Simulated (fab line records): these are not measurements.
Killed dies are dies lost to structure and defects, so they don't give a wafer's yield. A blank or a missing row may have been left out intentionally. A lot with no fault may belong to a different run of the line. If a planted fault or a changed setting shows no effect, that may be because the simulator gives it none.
Which tool did it? :: flow gf180mcu :: 13 lots with 39 wafers sampled at 5 steps, on a route of 602 steps

## WHAT THE GAUGES SHOWED, per wafer
GF_NSD_CD_MEAS_07: target cd 400 nm. Usual: 399.4 nm for cd_nm, sd 2.6.
lot: L132
measured: day 13 05:44
on: cd_sem-02
cd_nm (nm): 400.7 399.6 401.2
flag: 

lot: L133
measured: day 13 14:46
on: cd_sem-01
cd_nm (nm): 402.6 401.5 402.1
flag: 

lot: L134
measured: day 14 04:17
on: cd_sem-01
cd_nm (nm): 396.2 395.3 395.9
flag: 

lot: L138
measured: day 15 11:17
on: cd_sem-02
cd_nm (nm): 399.9 398.0 399.8
flag: 

lot: L139
measured: day 16 01:52
on: cd_sem-01
cd_nm (nm): 396.7 396.6 397.3
flag: 

lot: L140
measured: day 16 17:56
on: cd_sem-02
cd_nm (nm): 396.9 399.1 398.3
flag: 

lot: L145
measured: day 18 11:05
on: cd_sem-02
cd_nm (nm): 399.0 397.0 395.9
flag: 

lot: L146
measured: day 19 07:23
on: cd_sem-02
cd_nm (nm): 399.7 400.2 398.5
flag: 

lot: L148
measured: day 20 01:20
on: cd_sem-01
cd_nm (nm): 399.6 399.4 398.0
flag: 

lot: L150
measured: day 20 08:26
on: cd_sem-02
cd_nm (nm): 401.2 399.2 400.2
flag: 

lot: L153
measured: day 20 22:14
on: cd_sem-02
cd_nm (nm): 403.0 401.7 402.4
flag: 

lot: L152
measured: day 21 00:07
on: cd_sem-01
cd_nm (nm): 405.5 404.0 403.5
flag: 

lot: L154
measured: day 21 14:55
on: cd_sem-02
cd_nm (nm): 403.4 402.7 402.7
flag: 

GF_PSD_RS_MEAS_14: measurement is done with a four-point probe. Usual: NSD_RS typically reads 46.18 ohm/sq, with standard deviation 0.082.
lot: L132
measured: day 14 02:11
on: film_metro-01
NSD_RS (ohm/sq): 46.22 46.16 46.15
flag: 

lot: L133
measured: day 14 11:55
on: film_metro-01
NSD_RS (ohm/sq): 46.30 46.20 46.22
flag: 

lot: L134
measured: day 15 01:54
on: film_metro-03
NSD_RS (ohm/sq): 46.23 46.27 46.32
flag: 

lot: L138
measured: day 16 08:50
on: film_metro-03
NSD_RS (ohm/sq): 46.17 46.19 46.17
flag: 

lot: L139
measured: day 17 01:04
on: film_metro-01
NSD_RS (ohm/sq): 45.57 45.55 45.52
flag: OFF

lot: L140
measured: day 17 17:38
on: film_metro-01
NSD_RS (ohm/sq): 45.40 45.47 45.57
flag: OFF

lot: L145
measured: day 19 12:37
on: film_metro-03
NSD_RS (ohm/sq): 46.35 46.21 46.24
flag: 

lot: L146
measured: day 20 08:23
on: film_metro-03
NSD_RS (ohm/sq): 46.18 46.07 46.10
flag: 

lot: L148
measured: day 21 01:59
on: film_metro-01
NSD_RS (ohm/sq): 46.09 46.19 46.13
flag: 

lot: L150
measured: day 21 09:08
on: film_metro-02
NSD_RS (ohm/sq): 46.14 46.08 46.14
flag: 

lot: L153
measured: day 21 22:11
on: film_metro-02
NSD_RS (ohm/sq): 46.24 46.26 46.19
flag: 

lot: L152
measured: day 22 00:40
on: film_metro-01
NSD_RS (ohm/sq): 46.16 46.20 46.11
flag: 

lot: L154
measured: day 22 15:16
on: film_metro-01
NSD_RS (ohm/sq): 46.07 46.06 45.95
flag: 

GF_PSD_RS_MEAS_15: measurement is done with a four-point probe. Usual: PSD_RS typically reads 108.7 ohm/sq, with standard deviation 0.3.
lot: L132
measured: day 14 02:18
on: film_metro-01
PSD_RS (ohm/sq): 108.6 108.3 108.2
flag: 

lot: L133
measured: day 14 12:02
on: film_metro-01
PSD_RS (ohm/sq): 109.0 108.9 109.2
flag: 

lot: L134
measured: day 15 02:01
on: film_metro-03
PSD_RS (ohm/sq): 108.6 108.7 108.6
flag: 

lot: L138
measured: day 16 08:57
on: film_metro-03
PSD_RS (ohm/sq): 108.7 108.8 108.8
flag: 

lot: L139
measured: day 17 01:11
on: film_metro-01
PSD_RS (ohm/sq): 106.7 106.9 106.8
flag: OFF

lot: L140
measured: day 17 17:45
on: film_metro-01
PSD_RS (ohm/sq): 106.5 106.9 106.7
flag: OFF

lot: L145
measured: day 19 12:44
on: film_metro-03
PSD_RS (ohm/sq): 109.5 109.4 109.2
flag: 

lot: L146
measured: day 20 08:31
on: film_metro-03
PSD_RS (ohm/sq): 108.6 108.6 108.6
flag: 

lot: L148
measured: day 21 02:07
on: film_metro-01
PSD_RS (ohm/sq): 108.4 108.6 108.4
flag: 

lot: L150
measured: day 21 09:16
on: film_metro-02
PSD_RS (ohm/sq): 108.4 108.6 108.7
flag: 

lot: L153
measured: day 21 22:18
on: film_metro-02
PSD_RS (ohm/sq): 108.6 108.9 108.9
flag: 

lot: L152
measured: day 22 00:47
on: film_metro-01
PSD_RS (ohm/sq): 108.5 108.9 108.7
flag: 

lot: L154
measured: day 22 15:23
on: film_metro-01
PSD_RS (ohm/sq): 108.1 108.0 108.0
flag: 

GF_SAB_CD_MEAS_09: target cd 420 nm. Usual: 420.4 nm for cd_nm, sd 2.3.
lot: L132
measured: day 14 23:26
on: cd_sem-01
cd_nm (nm): 420.9 424.6 424.8
flag: 

lot: L133
measured: day 15 09:28
on: cd_sem-01
cd_nm (nm): 421.0 420.0 419.6
flag: 

lot: L134
measured: day 15 23:08
on: cd_sem-02
cd_nm (nm): 419.0 419.2 418.0
flag: 

lot: L138
measured: day 17 07:08
on: cd_sem-02
cd_nm (nm): 418.2 419.5 416.3
flag: 

lot: L139
measured: day 17 23:58
on: cd_sem-01
cd_nm (nm): 420.8 422.2 419.8
flag: 

lot: L140
measured: day 18 16:02
on: cd_sem-01
cd_nm (nm): 421.7 424.0 424.3
flag: 

lot: L145
measured: day 20 13:02
on: cd_sem-01
cd_nm (nm): 421.5 420.8 422.2
flag: 

lot: L146
measured: day 21 08:14
on: cd_sem-02
cd_nm (nm): 419.2 423.0 420.0
flag: 

lot: L148
measured: day 22 02:02
on: cd_sem-01
cd_nm (nm): 420.5 422.3 419.7
flag: 

lot: L150
measured: day 22 08:41
on: cd_sem-02
cd_nm (nm): 419.7 419.5 418.1
flag: 

lot: L153
measured: day 22 21:14
on: cd_sem-01
cd_nm (nm): 418.9 421.2 420.8
flag: 

lot: L152
measured: day 23 00:25
on: cd_sem-01
cd_nm (nm): 419.8 421.1 419.9
flag: 

lot: L154
measured: day 23 14:22
on: cd_sem-02
cd_nm (nm): 416.8 419.1 418.8
flag: 

## TOOL THAT RAN EACH LOT (tool first, then ch and the chambers of the sampled wafers, then the start)
lot: L132
GF_PSD_RTA_13: rtp_anneal-02 ch 0, day 14 02:05

lot: L133
GF_PSD_RTA_13: rtp_anneal-01 ch 0, day 14 11:50

lot: L134
GF_PSD_RTA_13: rtp_anneal-02 ch 0, day 15 01:49

lot: L138
GF_PSD_RTA_13: rtp_anneal-01 ch 0, day 16 08:44

lot: L139
GF_PSD_RTA_13: rtp_anneal-02 ch 0, day 17 00:59

lot: L140
GF_PSD_RTA_13: rtp_anneal-02 ch 0, day 17 17:32

lot: L145
GF_PSD_RTA_13: rtp_anneal-01 ch 0, day 19 12:31

lot: L146
GF_PSD_RTA_13: rtp_anneal-02 ch 0, day 20 08:18

lot: L148
GF_PSD_RTA_13: rtp_anneal-02 ch 0, day 21 01:54

lot: L150
GF_PSD_RTA_13: rtp_anneal-02 ch 0, day 21 09:03

lot: L153
GF_PSD_RTA_13: rtp_anneal-02 ch 0, day 21 22:05

lot: L152
GF_PSD_RTA_13: rtp_anneal-02 ch 0, day 22 00:34

lot: L154
GF_PSD_RTA_13: rtp_anneal-02 ch 0, day 22 15:10
- GF_PSD_RTA_13: time 20 s.

## AS READ BY THE TOOLS THEMSELVES (means over the sampled wafers that have a number; for cases with no such wafer, the mark the record gives instead)
GF_PSD_RTA_13. Usual: lamp_power_pct 33.4 %, standard deviation 2.5; run_length_s 49.03 s, standard deviation 0.22; wafer_temp_C_max 1028.1, standard deviation 0.77.
lot: L132
tool: rtp_anneal-02
lamp_power_pct (%): 31.3
run_length_s (s): 49.09
wafer_temp_C_max: 1028.3
flag: 

lot: L133
tool: rtp_anneal-01
lamp_power_pct (%): 36.4
run_length_s (s): 48.88
wafer_temp_C_max: 1028.4
flag: 

lot: L134
tool: rtp_anneal-02
lamp_power_pct (%): 31.3
run_length_s (s): 49.17
wafer_temp_C_max: 1028.2
flag: 

lot: L138
tool: rtp_anneal-01
lamp_power_pct (%): 36.3
run_length_s (s): 48.96
wafer_temp_C_max: 1028.2
flag: 

lot: L139
tool: rtp_anneal-02
lamp_power_pct (%): 31.3
run_length_s (s): 51.93
wafer_temp_C_max: 1028.2
flag: OFF

lot: L140
tool: rtp_anneal-02
lamp_power_pct (%): 31.3
run_length_s (s): 52.08
wafer_temp_C_max: 1028.5
flag: OFF

lot: L145
tool: rtp_anneal-01
lamp_power_pct (%): 36.4
run_length_s (s): 48.96
wafer_temp_C_max: 1027.9
flag: 

lot: L146
tool: rtp_anneal-02
lamp_power_pct (%): 31.3
run_length_s (s): 49.14
wafer_temp_C_max: 1029.0
flag: 

lot: L148
tool: rtp_anneal-02
lamp_power_pct (%): 31.3
run_length_s (s): 49.02
wafer_temp_C_max: 1028.4
flag: 

lot: L150
tool: rtp_anneal-02
lamp_power_pct (%): 31.3
run_length_s (s): 49.19
wafer_temp_C_max: 1028.8
flag: 

lot: L153
tool: rtp_anneal-02
lamp_power_pct (%): 31.3
run_length_s (s): 49.15
wafer_temp_C_max: 1028.4
flag: 

lot: L152
tool: rtp_anneal-02
lamp_power_pct (%): 31.3
run_length_s (s): 49.05
wafer_temp_C_max: 1028.7
flag: 

lot: L154
tool: rtp_anneal-02
lamp_power_pct (%): 31.3
run_length_s (s): 49.03
wafer_temp_C_max: 1028.4
flag: 

## THE ANSWER, worked out from the rows above alone
Rule: take the mean of a lot's wafers that have a number; if it is more than 3 standard deviations from the usual mean, the lot is off. A lot without any number at a reading at which 4 lots or more have one is off too. Where the step has rows for the other lots, those lots are counted as sound. First the gauges in route order, then the tools' own readings, where a lot's mean is used as printed above. The first step at which some lot is off is used, and at that step the reading that is off furthest; a lot without a number counts as furthest.
Off: L139, L140, at GF_PSD_RS_MEAS_14 (NSD_RS).
If a tool, at a process step before that reading, ran all the lots that are off and no sound lot after the first of them, it fits. The gauges at GF_PSD_RS_MEAS_14 aren't tried: what is off there is off at GF_PSD_RTA_13 too, on other tools, and a gauge's error can't cause that. Not one of the candidates tried fits.

## WHAT THE SIMULATOR PUT IN
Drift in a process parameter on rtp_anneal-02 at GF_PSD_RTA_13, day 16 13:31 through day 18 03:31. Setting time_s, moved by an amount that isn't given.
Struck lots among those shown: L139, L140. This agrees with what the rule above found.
